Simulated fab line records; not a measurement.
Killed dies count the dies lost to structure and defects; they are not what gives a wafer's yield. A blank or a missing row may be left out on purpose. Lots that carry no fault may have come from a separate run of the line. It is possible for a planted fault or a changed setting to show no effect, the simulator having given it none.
A struck lot beside a sound one | flow gf180mcu | 43 steps out of a route of 602
Sound: the wafers L787.3, L787.4, L787.5. Struck: wafer L800.6 (L800.4, L800.5, from the same lot, were not struck and are left out); the cause is given at the end.
Order at every step that has rows: each side's tool, ch and its chambers, its first start. Under that, the readings that differ: sound wafers | struck wafers | difference of the means | sigmas: that difference in standard deviations of wafers without a fault.
alike: readings whose means differ by less than 2 such deviations, and words and numbers that are the same on both sides. not compared: withheld readings, readings that some wafer has no value for, bounds like >300 that may hide the same value, and numbers for which the record gives no deviation and whose values overlap.
Wherever a step has rows on one side only, a row that says differs or no value, or a row with sigmas, the two part there. When numbers do not overlap yet have no deviation, they are printed without sigmas and do not part them. A reading missing from all wafers of one side parts the sides only when that side holds two or more wafers.

first, 6 steps without rows for these wafers: GF_M4_HMDS_08 (prime time 60 s); GF_M4_COAT_09 (resist thk 1000 nm); GF_M4_SOFTBAKE_10 (time 60 s); GF_M4_EXPOSE_11 (exposes mask Metal4, target cd 280 nm); GF_M4_PEB_12 (peb time 90 s); GF_M4_DEVELOP_13 (develop time 60 s).
GF_M4_CD_MEAS_14: target cd 280 nm.
  sound: cd sem-01 at day 26 23:25; struck: cd sem-01 at day 30 04:46
  alike: cd nm
GF_M4_OVL_MEAS_15:
  sound: overlay-01 at day 26 23:30; struck: overlay-01 at day 30 04:51
  alike: M4_OVL
then, 4 steps without rows for these wafers: GF_M4_METAL_ETCH_16 (etches the open film in Cl2/BCl3, stops on SiO2, target depth 750.8 nm, time 125.1 s); GF_M4_STRIP_17 (strips in O2/N2); GF_M4_STRIP_18 (strips in post etch residue remover, time 1200 s); GF_M4_CLEAN_19 (cleans in DIW).
GF_V4_CVD_00: deposits SiO2, target thk 600 nm, time 100 s.
  sound on hdpcvd-01 ch 0,1,2, day 27 00:19; struck on hdpcvd-02 ch 0,1,2, day 30 05:34
GF_V4_THK_MEAS_01:
  sound: film metro-02 at day 27 00:25; struck: film metro-02 at day 30 05:38
  reading            | sound       | struck | difference | sigmas
  V4_CVD_00_THK (nm) | 586 586 590 | 613    | +26        | +3
GF_V4_CVD_02: deposits SiO2 from TEOS, target thk 850 nm, time 94.851 s.
  sound on pecvd-04 ch 0,1,2, day 27 00:27; struck on pecvd-04 ch 0, day 30 05:42
  alike: heater power outer w, heater power w
GF_V4_THK_MEAS_03:
  sound: film metro-01 at day 27 00:32; struck: film metro-01 at day 30 05:46
  alike: V4_CVD_02_THK
then, 1 step without rows for these wafers: GF_V4_CMP_04 (polishes SiO2).
GF_V4_BOW_MEAS_05:
  sound: film metro-02 at day 27 00:55; struck: film metro-03 at day 30 06:09
  alike: V4_BOW
then, 8 steps without rows for these wafers: GF_V4_DEHYDRATE_06 (time 60 s); GF_V4_HMDS_07 (prime time 60 s); GF_V4_COAT_08; GF_V4_COAT_09 (resist thk 1000 nm); GF_V4_SOFTBAKE_10 (time 60 s); GF_V4_EXPOSE_11 (exposes mask Via4, target cd 260 nm); GF_V4_PEB_12 (peb time 90 s); GF_V4_DEVELOP_13 (develop time 60 s).
GF_V4_CD_MEAS_14: target cd 260 nm.
  sound: cd sem-02 at day 27 20:58; struck: cd sem-01 at day 31 00:44
  alike: cd nm
GF_V4_OVL_MEAS_15:
  sound: overlay-02 at day 27 21:03; struck: overlay-02 at day 31 00:49
  reading     | sound | struck | difference | sigmas
  V4_OVL (nm) | 7 8 8 | -4     | -12        | -2
then, 1 step without rows for these wafers: GF_V4_ETCH_16 (etches BARC in N2/H2).
GF_V4_ETCH_17: etches SiO2 in C4F8/O2/Ar, stops on TiN, target depth 630 nm.
  sound: rie diel-04 ch 2,3; struck: rie diel-04 ch 0
  alike: bias w, oes product au
then, 3 steps without rows for these wafers: GF_V4_STRIP_18 (strips in O2/N2); GF_V4_STRIP_19 (strips in post etch residue remover, time 1200 s); GF_V4_CLEAN_20 (cleans in DIW).
GF_V4_SPUTTER_21: material Ti, target thk 15 nm, time 80.02 s.
  sound: pvd sputter-04 at day 27 21:44; struck: pvd sputter-02 at day 31 01:29
  alike: throttle valve pct
GF_V4_SPUTTER_22: material TiN, target thk 10 nm, time 40 s.
  sound: pvd sputter-04 at day 27 21:47; struck: pvd sputter-02 at day 31 01:33
  alike: throttle valve pct
then, 1 step without rows for these wafers: GF_V4_CVD_23 (deposits W, target thk 350 nm, time 104.9 s).
GF_V4_RS_MEAS_24: measurement is done with a four-point probe.
  sound: film metro-03 at day 27 21:59; struck: film metro-03 at day 31 01:46
  alike: V4_W_RS
GF_V4_THK_MEAS_25: measures by xrf.
  sound: film metro-03 at day 27 22:05; struck: film metro-03 at day 31 01:51
  alike: V4_W_THK
GF_V4_CMP_26: polishes, stops on SiO2, t overpolish 15 s, target thk 0 nm.
  sound on cmp-02 ch 0,1,3, day 27 22:11; struck on cmp-02 ch 1, day 31 02:10
  alike: motor current A, overpolish run s, time to endpoint s
then, 3 steps without rows for these wafers: GF_MIM_SPUTTER_00 (material Ti, target thk 37.5 nm, time 150 s); GF_MIM_SPUTTER_01 (material TiN, target thk 30 nm, time 25 s); GF_MIM_SPUTTER_02 (material AlCu, target thk 450 nm, time 23.9 s).
-- the record jumps here: 4 days lie between the struck wafers' starts before and after (it left off in module MIM and takes up again in module PASSIVATION, whose first step shown is number 602 of the route) --
GF_PASSIVATION_PROBE_99:
  only the struck wafers here have rows in the record (prober-02, day 34 20:44); the sound ones have none

WHERE THEY PART
At GF_V4_THK_MEAS_01 first; at GF_PASSIVATION_PROBE_99 last (within this record only).

WHY: whatever the simulator had introduced
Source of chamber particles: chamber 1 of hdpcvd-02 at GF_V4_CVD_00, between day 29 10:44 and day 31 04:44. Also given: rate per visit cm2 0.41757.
